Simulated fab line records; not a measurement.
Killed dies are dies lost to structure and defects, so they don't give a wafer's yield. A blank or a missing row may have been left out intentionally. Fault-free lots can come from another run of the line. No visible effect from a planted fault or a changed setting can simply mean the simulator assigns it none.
Problem report, 8D (eight disciplines) form, completed by code :: flow sfq-line :: the parts of the form that need people (team, actions taken, sign-off) are left out

== 1. WHAT WENT WRONG ==
Wafers without a fault read 199.8 nm, standard deviation 1.4; thk-nm at SFQ_TRILAYER_I7_METRO_MEASURE_185 reads a mean of 219.0 nm on 3 wafers belonging to 3 lots. Relative to the usual mean, that is a shift of +14 standard deviations.
Earliest sighting: wafer L423.3 on film-metro-03 at day 79 05:58. Wafers with a number at this step in the record: 43, from 15 lots. The rule behind "out" and "out of limits": a value lying over 4 standard deviations away from the usual mean. Any other wafer with a number is counted as sound.

== 2. WHAT IT IS AND WHAT IT IS NOT ==
question: which readings at this step
is: thk-nm
is not: -

question: which lots
is: L423, L425, L426
is not: L405, L407, L408, L409, L410, L411, L412, L413, L414, L415, L417, L418

question: which wafers of those lots
is: L423.3, L425.5, L426.3
is not: L423.4, L425.1, L425.2, L426.4

question: read on which tools
is: film-metro-01, film-metro-03
is not: film-metro-02

question: when
is: from day 79 05:58
is not: up to then (37 sound wafers); but 3 sound wafers of L425, L426 came after

== 3. SUSPECTS, AND WHAT RULES EACH OUT ==
Counting: a tool at a process step up to the reading stays a suspect if it ran every lot that is out. Sound lots after the first of them don't rule it out here, since some wafers of a struck lot are sound.
- cmp-02 at SFQ_TRILAYER_I7_CMP_CMP_184 (polishes SiO2): kept. Ran every lot that is out, first one L423 (day 79 02:57); last sound lot up to then L418 (day 78 14:27).
After counting, what remains is cmp-02 at SFQ_TRILAYER_I7_CMP_CMP_184.

== 4. THE CAUSE (what the simulator had put in) ==
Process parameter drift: cmp-02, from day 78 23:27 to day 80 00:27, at SFQ_TRILAYER_I7_CMP_CMP_184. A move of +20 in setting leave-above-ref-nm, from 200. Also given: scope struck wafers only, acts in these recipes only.
The count eliminated every tool but this one.

== 5. THE EFFECT CHAIN, in route order ==
Each row: a reading where the mean over the struck wafers with a number is more than 3 standard deviations away from the usual. Only readings for which the record gives a usual standard deviation are gone through. hours: the time from each lot's start at the first step in this table that gives one to its start at this step, as a median over the lots. sigmas: the change in usual standard deviations.
hours: 0
step: SFQ_TRILAYER_I7_METRO_MEASURE_185
reading: thk-nm
usual: 199.8 nm
on struck wafers: 219.0
change: +19.2
sigmas: +14

hours: 89
step: SFQ_TRILAYER_I7_VIA_ETCH_VIA_ETCH_190
reading: oes-product-au
usual: 0.854 a.u.
on struck wafers: 0.902
change: +0.048
sigmas: +8.2
Process steps it contains:
- SFQ_TRILAYER_I7_METRO_MEASURE_185
- SFQ_TRILAYER_I7_VIA_ETCH_VIA_ETCH_190: etches SiO2 in CHF3, stops on Nb, target depth 260 nm.

== 6. WHAT WOULD HAVE CAUGHT IT SOONER ==
7 hours passed between the start of the fault at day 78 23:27 and the first reading out of limits in this record, taken at day 79 05:58.
No tool reading at SFQ_TRILAYER_I7_CMP_CMP_184 that has a usual standard deviation in the record was out on any struck wafer, so an alarm limit of 4 standard deviations on those readings would not have fired.
Of the lots that are out (3), L425, L426 began SFQ_TRILAYER_I7_CMP_CMP_184 on cmp-02 after day 79 05:58. A hold on the tool at that time would have spared those 2.
